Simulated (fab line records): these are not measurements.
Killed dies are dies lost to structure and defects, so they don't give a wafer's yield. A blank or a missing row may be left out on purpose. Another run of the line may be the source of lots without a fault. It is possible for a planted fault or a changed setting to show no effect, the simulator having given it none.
Which tool was responsible? ; flow gf180mcu ; 10 lots, 30 wafers sampled, at 5 steps of a route of 602

WHAT THE GAUGES READ, wafer by wafer
GF_MIM_RS_MEAS_10: measures by four-point-probe.
lot;measured;on;MIM_ALCU_RS (ohm/sq)
L850;day 25 20:29;film-metro-02;0.1618 0.1631 0.1616
L851;day 25 21:33;film-metro-04;0.1621 0.1598 0.1600
L852;day 26 13:17;film-metro-04;0.1607 0.1619 0.1627
L856;day 27 20:41;film-metro-04;0.1596 0.1591 0.1596 0.1599 0.1592 0.1599
L857;day 27 21:12;film-metro-02;0.1602 0.1579 0.1572
L865;day 30 04:23;film-metro-02;0.1624 0.1621 0.1633
L868;day 30 18:28;film-metro-02;0.1562 0.1575 0.1575
L869;day 31 02:08;film-metro-04;0.1613 0.1607 0.1593
L870;day 31 10:02;film-metro-04;0.1601 0.1619 0.1611
L872;day 32 00:11;film-metro-01;0.1597 0.1576 0.1585

WHAT TOOL EACH LOT RAN ON (gives the tool, then ch and the chambers of the sampled wafers, and finally the start)
lot;GF_MIM_SPUTTER_02;GF_MIM_SPUTTER_03;GF_MIM_SPUTTER_04;GF_MIM_SPUTTER_07
L850;pvd-sputter-01, day 25 20:08;pvd-sputter-01, day 25 20:10;pvd-sputter-01, day 25 20:11;pvd-sputter-03, day 25 20:20
L851;pvd-sputter-01, day 25 21:16;pvd-sputter-01, day 25 21:17;pvd-sputter-01, day 25 21:19;pvd-sputter-03, day 25 21:27
L852;pvd-sputter-01, day 26 12:59;pvd-sputter-01, day 26 13:01;pvd-sputter-01, day 26 13:02;pvd-sputter-03, day 26 13:11
L856;pvd-sputter-01, day 27 20:23;pvd-sputter-01, day 27 20:25;pvd-sputter-01, day 27 20:26;pvd-sputter-03, day 27 20:35
L857;pvd-sputter-01, day 27 20:53;pvd-sputter-01, day 27 20:55;pvd-sputter-01, day 27 20:57;pvd-sputter-04, day 27 21:05
L865;pvd-sputter-01, day 30 04:02;pvd-sputter-01, day 30 04:04;pvd-sputter-01, day 30 04:05;pvd-sputter-04, day 30 04:14
L868;pvd-sputter-04, day 30 18:11;pvd-sputter-04, day 30 18:13;pvd-sputter-04, day 30 18:14;pvd-sputter-01, day 30 18:22
L869;pvd-sputter-04, day 31 01:50;pvd-sputter-04, day 31 01:52;pvd-sputter-04, day 31 01:53;pvd-sputter-03, day 31 02:02
L870;pvd-sputter-01, day 31 09:44;pvd-sputter-01, day 31 09:46;pvd-sputter-01, day 31 09:47;pvd-sputter-04, day 31 09:55
L872;pvd-sputter-03, day 31 23:51;pvd-sputter-03, day 31 23:53;pvd-sputter-03, day 31 23:54;pvd-sputter-04, day 32 00:02
- GF_MIM_SPUTTER_02: material AlCu, target thk 450 nm, time 23.9 s.
- GF_MIM_SPUTTER_03: material Ti, target thk 10 nm, time 6.7 s.
- GF_MIM_SPUTTER_04: material TiN, target thk 50 nm, time 41.7 s.
- GF_MIM_SPUTTER_07: material TiN, target thk 60 nm, time 50 s.

THE ANSWER, worked out from the rows above alone
Rule: the lots themselves supply what counts as usual. Put in order of their means at a reading, lots are off if they are a third of the lots or fewer, leave a main group of 4 or more, and stand apart from it by a gap of 3 or more times the standard deviation of the main group's means; of several such gaps the widest counts. Not used: any main group whose means are identical at the precision the tables above print for the reading. Also off: a lot with no number at a reading for which 4 or more lots have one. Where the step has rows for the other lots, those lots are counted as sound.
No lot is off on any of the readings shown, so nothing can be concluded from this.

WHAT THE SIMULATOR HAD INSERTED
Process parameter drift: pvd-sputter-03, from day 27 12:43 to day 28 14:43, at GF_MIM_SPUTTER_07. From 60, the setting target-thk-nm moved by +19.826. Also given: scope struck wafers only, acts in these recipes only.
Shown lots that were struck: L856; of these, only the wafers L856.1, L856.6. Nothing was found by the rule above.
